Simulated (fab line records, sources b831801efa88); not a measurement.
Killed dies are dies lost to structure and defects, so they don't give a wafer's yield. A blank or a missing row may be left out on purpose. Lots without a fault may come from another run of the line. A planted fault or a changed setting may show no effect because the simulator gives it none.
One fault seen from 2 desks | flow gf180mcu | each desk has only its own numbers; what lay behind them comes last

THE METROLOGY DESK
What the gauges read, lot by lot, whatever tool the lot ran on: means of the sampled wafers that have a number. A lot is out of limits, marked OUT, if its mean lies more than 4 standard deviations from the usual mean; the brackets give that distance.
Columns: A = cd_nm at GF_V5_CD_MEAS_14, usual 260.2 nm; B = V5_OVL at GF_V5_OVL_MEAS_15, usual 0 nm
lot  | first seen here | A               | B
L877 | day 27 23:01    | 262.0           | -1
L878 | day 28 02:15    | 259.7           | -1
L879 | day 28 10:59    | 261.0           | 2
L881 | day 29 00:11    | 259.4           | 4
L886 | day 30 08:52    | 259.9           | 1
L890 | day 31 13:10    | 274.1 (+11) OUT | 5
L891 | day 31 15:34    | 273.7 (+10) OUT | -4
L894 | day 32 07:22    | 261.0           | -1
L895 | day 32 19:14    | 260.1           | 4
L896 | day 32 21:02    | 260.2           | -2
L898 | day 33 07:39    | 261.2           | -0
L899 | day 33 13:16    | 260.9           | 1
This desk's finding: out of limits on L890, L891; first on L890, day 31 13:10 (cd_nm at GF_V5_CD_MEAS_14). In limits: L877, L878, L879, L881, L886, L894, L895, L896, L898, L899.

THE TOOL OWNER'S DESK: litho_track-04
The tool's own readings at GF_V5_SOFTBAKE_10 (time 60 s): means of the sampled wafers that have a number, for each lot that ran on this tool. A lot is out of limits, marked OUT, if its mean lies more than 4 standard deviations from the usual mean; the brackets give that distance.
Columns: A = exhaust_pa at GF_V5_SOFTBAKE_10, usual 44.6 Pa; B = heater_power_total_W at GF_V5_SOFTBAKE_10, usual 93.05 W; C = plate_temp_C at GF_V5_SOFTBAKE_10, usual 129.97 C
lot  | first seen here | A    | B               | C
L879 | day 28 01:00    | 44.0 | 93.08           | 129.78
L881 | day 28 14:00    | 44.0 | 93.07           | 129.93
L886 | day 29 23:00    | 44.6 | 93.13           | 130.09
L890 | day 31 04:00    | 44.2 | 97.93 (+84) OUT | 135.17 (+37) OUT
L891 | day 31 07:00    | 45.3 | 97.95 (+84) OUT | 134.95 (+36) OUT
This desk's finding: out of limits on L890, L891; first on L890, day 31 04:00 (heater_power_total_W at GF_V5_SOFTBAKE_10). In limits: L879, L881, L886.

PUT TOGETHER
The tool owner's desk could have raised an alarm at day 31 04:00, on L890, L891.
The metrology desk could have raised an alarm at day 31 13:10, on L890, L891.
Of the lots named, all ran GF_V5_SOFTBAKE_10 on litho_track-04.

WHAT THE SIMULATOR HAD PUT IN
Process parameter drift: litho_track-04, from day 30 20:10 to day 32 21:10, at GF_V5_SOFTBAKE_10. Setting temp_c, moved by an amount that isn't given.
Lots struck among those shown: L890, L891.
Hours from the fault's start to each desk's first reading out of limits: the tool owner's desk, 8; the metrology desk, 17.
